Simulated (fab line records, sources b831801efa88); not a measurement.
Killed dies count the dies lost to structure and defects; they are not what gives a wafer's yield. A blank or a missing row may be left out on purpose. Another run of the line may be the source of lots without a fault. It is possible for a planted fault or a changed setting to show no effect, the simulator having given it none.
Split-lot experiment -- flow sky130 -- 23 wafers read from 5 lots, route of 708 steps

## SPLIT DETAILS
At SKY_VT_ADJUST_HVTP_SOFTBAKE_03 (time 60 s), the setting temp-c was moved away from the recipe's 90 C on 10 of the 23 wafers read, by -4.0% to +2.1%. For the rest of the wafers, this setting stayed at what the recipe calls for.

## FROM THE SPLIT TO THE READING: what the file shows between them, 2 steps
- SKY_VT_ADJUST_HVTP_EXPOSE_04: exposes mask HVTPM, target cd 380 nm
- SKY_VT_ADJUST_HVTP_PEB_05

## THE READING
NOVOLAK_of_VT_ADJUST_HVTP_COAT_02.thk-nm (the simulator's own value, which no gauge read), in nm, at SKY_VT_ADJUST_HVTP_DEVELOP_06 (develop time 57.77 s). The file gives no usual value for it. Across the 13 wafers here that went through the recipe, the average is 1142 nm and the standard deviation 2.8 nm.

wafer,"tool, chamber at the split","temp-c as run, C",against the recipe,"NOVOLAK_of_VT_ADJUST_HVTP_COAT_02.thk-nm, nm",against lot-mates on the recipe
L074.1,"litho-track-01, 0",90,recipe,1140,-
L074.2,"litho-track-01, 0",86.44,-4.0%,1151,+12
L074.6,"litho-track-01, 0",86.44,-4.0%,1151,+12
L074.3,"litho-track-01, 0",90,recipe,1139,-
L074.5,"litho-track-01, 0",90,recipe,1138,-
L077.1,"litho-track-04, 0",86.43,-4.0%,1148,+6
L077.2,"litho-track-04, 0",86.43,-4.0%,1153,+11
L077.3,"litho-track-04, 0",86.43,-4.0%,1152,+10
L077.4,"litho-track-04, 0",90,recipe,1144,-
L077.5,"litho-track-04, 0",90,recipe,1140,-
L079.2,"litho-track-03, 0",90,recipe,1140,-
L079.3,"litho-track-03, 0",90,recipe,1140,-
L079.4,"litho-track-03, 0",91.93,+2.1%,1135,-5
L079.5,"litho-track-03, 0",91.93,+2.1%,1135,-5
L079.6,"litho-track-03, 0",91.93,+2.1%,1132,-8
L080.1,"litho-track-03, 0",91.62,+1.8%,1141,-1
L080.2,"litho-track-03, 0",90,recipe,1141,-
L080.3,"litho-track-03, 0",90,recipe,1144,-
L080.4,"litho-track-03, 0",90,recipe,1142,-
L080.5,"litho-track-03, 0",91.62,+1.8%,1136,-6
L082.4,"litho-track-03, 0",90,recipe,1142,-
L082.5,"litho-track-03, 0",90,recipe,1148,-
L082.6,"litho-track-03, 0",90,recipe,1146,-

FIT RESULTS
A straight line over all 23 wafers: NOVOLAK_of_VT_ADJUST_HVTP_COAT_02.thk-nm changes by -2.51 nm for each +1% of temp-c; r = -0.89; the points scatter about the line by 2.7 nm.
The same after taking each lot's own level away (the mean of its wafers on the recipe; 23 wafers): -2.58 nm for each +1%; r = -0.94; scatter 1.9 nm.
That fit puts the effect of the largest move of temp-c on the reading at 10 nm.
From 1139.0 to 1145.3 nm: that is the span of the lots' own levels, equal to 2.3 times the standard deviation above.
The two slopes are in agreement: the lot-to-lot level therefore moves the slope only a little.
Check: with one of the wafers moved furthest among these (-4.0%) left out of the fit, the line predicts +11.1 nm for it against its lot-mates. Against them it came out at +6 nm.

## THE WHOLE CHAIN: every reading that the file lists as answering this split, in the file's order
step,what it does,reading,change (the file's fit),r (the file's)
SKY_VT_ADJUST_HVTP_DEVELOP_06,develop time 57.77 s,"NOVOLAK_of_VT_ADJUST_HVTP_COAT_02.thk-nm (the simulator's own value, which no gauge read)",-2.66 nm for each +1% of the setting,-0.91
SKY_VT_ADJUST_HVTP_STRIP_10,strips in O2/N2,strip-time-to-endpoint-s,withheld for each +1% of the setting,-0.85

## FILE'S OWN FIT
NOVOLAK_of_VT_ADJUST_HVTP_COAT_02.thk-nm changes by -2.66 nm for each +1% of temp-c, r = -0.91.
